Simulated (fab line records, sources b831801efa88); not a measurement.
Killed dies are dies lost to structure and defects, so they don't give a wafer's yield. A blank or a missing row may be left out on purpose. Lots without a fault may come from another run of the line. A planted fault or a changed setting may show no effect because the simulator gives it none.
Which tool did it? | flow sfq_line | 7 lots, 21 wafers sampled, at 4 steps of a route of 325

WHAT THE GAUGES READ, wafer by wafer
SFQ_I3_BOW_MEAS_922.
lot  | measured     | on            | I3_BOW (um)
L693 | day 39 02:42 | film_metro-02 | -6 -16 -3
L695 | day 39 20:40 | film_metro-04 | -3 9 6
L697 | day 40 05:38 | film_metro-02 | 7 5 -4
L699 | day 40 17:42 | film_metro-02 | 0 1 -7
L701 | day 43 00:47 | film_metro-04 | -4 -12 -17
L703 | day 43 15:55 | film_metro-01 | 4 -1 -1
L714 | day 53 02:18 | film_metro-04 | -3 -1 -4

WHICH TOOL RAN EACH LOT (tool, then ch and the chambers of the sampled wafers, then the start)
lot  | SFQ_TRILAYER_L0_VIA_BARC_OPEN_VIA_ETCH_021 | SFQ_TRILAYER_I2_VIA_BARC_OPEN_VIA_ETCH_096 | SFQ_TRILAYER_M3_STRIP_STRIP_079
L693 | rie_diel-04 ch 0,1,3, day 7 13:32          | rie_diel-03 ch 0,3, day 31 18:31           | rie_metal-02 ch 0,1, day 38 08:35
L695 | rie_diel-02 ch 0,3, day 7 20:44            | rie_diel-03 ch 2,3, day 32 06:31           | rie_metal-03 ch 0,1, day 38 21:47
L697 | rie_diel-01 ch 0,1,3, day 8 00:20          | rie_diel-03 ch 2,3, day 32 13:43           | rie_metal-03 ch 0,1, day 39 03:47
L699 | rie_diel-04 ch 0,1, day 8 05:08            | rie_diel-03 ch 0,2,3, day 32 23:01         | rie_metal-02 ch 0,1, day 39 12:23
L701 | rie_diel-02 ch 0,2,3, day 10 06:14         | rie_diel-01 ch 0,3, day 36 00:11           | rie_metal-03 ch 0,1, day 42 06:10
L703 | rie_diel-04 ch 0,1,3, day 11 03:50         | rie_diel-01 ch 0,1,2, day 37 06:14         | rie_metal-03 ch 0, day 43 05:23
L714 | rie_diel-04 ch 0,1,2, day 14 09:50         | rie_diel-01 ch 0,1,2, day 47 03:27         | rie_metal-03 ch 0,1, day 52 15:51
- SFQ_TRILAYER_L0_VIA_BARC_OPEN_VIA_ETCH_021: etches BARC in O2, target depth 125 nm, time 41.7 s.
- SFQ_TRILAYER_I2_VIA_BARC_OPEN_VIA_ETCH_096: etches BARC in O2, target depth 125 nm, time 41.7 s.
- SFQ_TRILAYER_M3_STRIP_STRIP_079: strips in O2.

THE ANSWER, worked out from the rows above alone
Rule: what is usual is taken from the lots themselves. Put in order of their means at a reading, lots are off if they are a third of the lots or fewer, leave a main group of 4 or more, and stand apart from it by a gap of 3 or more times the standard deviation of the main group's means; of several such gaps the widest counts. A main group whose means are all the same, to the digits that the tables above print for the reading, isn't used. A lot without any number at a reading at which 4 lots or more have one is off too. The other lots that the step has rows for count as sound.
No lot is off at any reading shown: from this, nothing can be told.

WHAT THE SIMULATOR HAD PUT IN
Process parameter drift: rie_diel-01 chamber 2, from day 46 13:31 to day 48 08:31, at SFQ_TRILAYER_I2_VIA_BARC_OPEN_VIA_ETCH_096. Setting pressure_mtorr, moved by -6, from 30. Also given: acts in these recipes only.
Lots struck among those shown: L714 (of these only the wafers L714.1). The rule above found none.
